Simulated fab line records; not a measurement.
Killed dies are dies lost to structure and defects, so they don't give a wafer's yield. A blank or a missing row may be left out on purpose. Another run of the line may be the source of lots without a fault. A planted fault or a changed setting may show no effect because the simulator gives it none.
Check for tools in common	flow gf180mcu	Lots sampled 9, wafers sampled 27

== THE REASON FOR OPENING IT ==
Of 9 lots, 2 have the reading MVSD_TW flagged at GF_MVSD_TW_MEAS_11. No-fault wafers: 1573, standard deviation 16.
Rule: a lot is flagged in two cases, either no wafer of it has a number, or all its wafers with numbers fall more than 4 standard deviations from that mean. The other lots count as sound.

lot	measured	on	MVSD_TW, wafer by wafer	flag
L790	day 4 09:34	filmMetro-03	1548 1547 1548	
L791	day 4 13:55	filmMetro-04	1571 1571 1563	
L792	day 4 19:44	filmMetro-01	1575 1574 1582	
L793	day 5 01:29	filmMetro-04	1563 1569 1568	
L794	day 5 06:47	filmMetro-04	1561 1569 1564	
L795	day 5 12:50	filmMetro-01	1568 1579 1573	
L802	day 7 16:41	filmMetro-01	1583 1583 1579	
L803	day 7 20:40	filmMetro-03	2329 2329 2333	FLAGGED
L804	day 7 20:56	filmMetro-01	2405 2404 2386	FLAGGED
On average the flagged lots' numbers are 2364, which is +791 against the usual, or +49 standard deviations.

== WHICH TOOL RAN EACH LOT ==
The record keeps 1 process step preceding the reading, out of 602 steps on the route. Cell contents, in order: the tool; ch with the chambers the sampled wafers went through; the start.
lot	flag	GF_MVSD_IMPLANT_08
L790		implanter-03 ch 0, day 4 09:10
L791		implanter-04 ch 0, day 4 13:31
L792		implanter-03 ch 0, day 4 19:20
L793		implanter-04 ch 0, day 5 01:05
L794		implanter-04 ch 0, day 5 06:25
L795		implanter-04 ch 0, day 5 12:28
L802		implanter-04 ch 0, day 7 16:17
L803	FLAGGED	implanter-03 ch 0, day 7 20:16
L804	FLAGGED	implanter-01 ch 0, day 7 20:34
What is done by these steps:
- GF_MVSD_IMPLANT_08
- GF_MVSD_TW_MEAS_11

== FLAGGED OVER TOTAL, TOOL BY TOOL (the gauges that took the reading come last) ==
step	tool	lots run	flagged	share of the flagged lots	sound lots run after its first flagged lot
GF_MVSD_IMPLANT_08	implanter-01	1	1	some	0
GF_MVSD_IMPLANT_08	implanter-03	3	1	some	0
GF_MVSD_IMPLANT_08	implanter-04	5	0	none	-
GF_MVSD_TW_MEAS_11	filmMetro-01	4	1	some	0
GF_MVSD_TW_MEAS_11	filmMetro-03	2	1	some	0
GF_MVSD_TW_MEAS_11	filmMetro-04	3	0	none	-

== WHAT IS ALLOWED BY THE TABLE ==
No row of the table ran every flagged lot.

== WHAT THE SIMULATOR HAD INSERTED ==
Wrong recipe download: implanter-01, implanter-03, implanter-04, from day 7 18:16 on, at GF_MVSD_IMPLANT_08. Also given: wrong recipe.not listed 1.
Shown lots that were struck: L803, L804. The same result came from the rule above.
